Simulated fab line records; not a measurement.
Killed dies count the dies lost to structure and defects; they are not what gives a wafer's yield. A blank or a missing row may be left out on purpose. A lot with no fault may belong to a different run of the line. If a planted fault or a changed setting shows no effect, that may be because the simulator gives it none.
A struck lot beside a sound one    flow sky130    17 steps out of a route of 708
Sound: these wafers, L471.2, L471.4, L471.5. Wafers L478.1, L478.3, L478.5 were the ones struck. The cause comes at the end.
Order at every step that has rows: each side's tool, ch and its chambers, its first start. Under that, the readings that differ: sound wafers    struck wafers    difference of the means    sigmas: that difference in standard deviations of wafers without a fault.
alike: readings with means less than 2 such deviations apart, plus words and numbers identical on both sides. not compared: withheld readings, readings lacking a value on some wafer, bounds such as >300 that could conceal the same value, and numbers that have no deviation in the record and whose values overlap.
A row with sigmas, a row that says differs or no value, or rows on one side alone: a step with any of these is where the two part. Numbers that don't overlap but have no deviation are shown without sigmas and don't part them. A reading missing from all wafers of one side parts the sides only when that side holds two or more wafers.

first, 3 steps without rows for these wafers: SKY_VT_ADJUST_HVTR_EXPOSE_04 (exposes mask HVTRM, target cd 380 nm); SKY_VT_ADJUST_HVTR_PEB_05; SKY_VT_ADJUST_HVTR_DEVELOP_06 (develop time 60 s).
SKY_VT_ADJUST_HVTR_CD_MEAS_07: the cd target is 380 nm.
  struck on cd sem-02, day 14 12:47; sound on cd sem-02, day 13 03:49
  alike: cd nm
SKY_VT_ADJUST_HVTR_OVL_MEAS_08:
  struck on overlay-02, day 14 12:55; sound on overlay-01, day 13 03:56
reading                  sound          struck       difference  sigmas
VT_ADJUST_HVTR_OVL (nm)  0.0 -0.6 -2.9  2.4 2.3 1.3  +3.2        +2
then, 1 step without rows for these wafers: SKY_VT_ADJUST_HVTR_IMPLANT_09.
SKY_VT_ADJUST_HVTR_STRIP_10: strips in O2/N2.
  sound on plasma asher-03 ch 0,1, day 13 04:07; struck on plasma asher-02 ch 0, day 14 13:06
reading                      sound        struck       difference  sigmas
drypump motor current A (A)  6.1 5.9 6.1  5.1 5.1 5.1  -0.9        -3
  alike: oes product au, strip time to endpoint s
  not compared: rf hours counter h
SKY_VT_ADJUST_HVTR_TW_MEAS_11:
  struck on film metro-03, day 14 13:12; sound on film metro-03, day 13 04:13
  alike: VT_ADJUST_HVTR_TW
then, 4 steps without rows for these wafers: SKY_VT_ADJUST_PCH_DEHYDRATE_00 (time 60 s); SKY_VT_ADJUST_PCH_HMDS_01 (prime time 60 s); SKY_VT_ADJUST_PCH_COAT_02 (resist thk 3000 nm); SKY_VT_ADJUST_PCH_SOFTBAKE_03.
SKY_VT_ADJUST_PCH_EXPOSE_04: exposes mask NWM, target cd 840 nm.
  sound on iline stepper-01 ch 0, day 13 17:14; struck on iline stepper-02 ch 0, day 15 02:29
reading                                sound                       struck             difference  sigmas
model.VT_ADJUST_PCH.overlay x nm (nm)  -0.05851 -0.05851 -0.05851  259.5 259.5 259.5  +259.6      
  alike: mask
then, 2 steps without rows for these wafers: SKY_VT_ADJUST_PCH_PEB_05; SKY_VT_ADJUST_PCH_DEVELOP_06 (develop time 60 s).
SKY_VT_ADJUST_PCH_OVL_MEAS_07:
  struck on overlay-01, day 15 16:16; sound on overlay-02, day 14 05:28
reading                 sound         struck             difference  sigmas
VT_ADJUST_PCH_OVL (nm)  1.2 -0.1 0.2  258.4 256.6 260.1  +257.9      +99 or more
  not compared: hold
SKY_PAD_OPEN_PROBE_99:
  the record has rows for the sound wafers here (prober-01, day 49 04:44) and none for the struck ones

== WHERE THEY PART ==
Last at SKY_PAD_OPEN_PROBE_99 as far as this record goes, first at SKY_VT_ADJUST_HVTR_OVL_MEAS_08.

WHY: whatever the simulator had introduced
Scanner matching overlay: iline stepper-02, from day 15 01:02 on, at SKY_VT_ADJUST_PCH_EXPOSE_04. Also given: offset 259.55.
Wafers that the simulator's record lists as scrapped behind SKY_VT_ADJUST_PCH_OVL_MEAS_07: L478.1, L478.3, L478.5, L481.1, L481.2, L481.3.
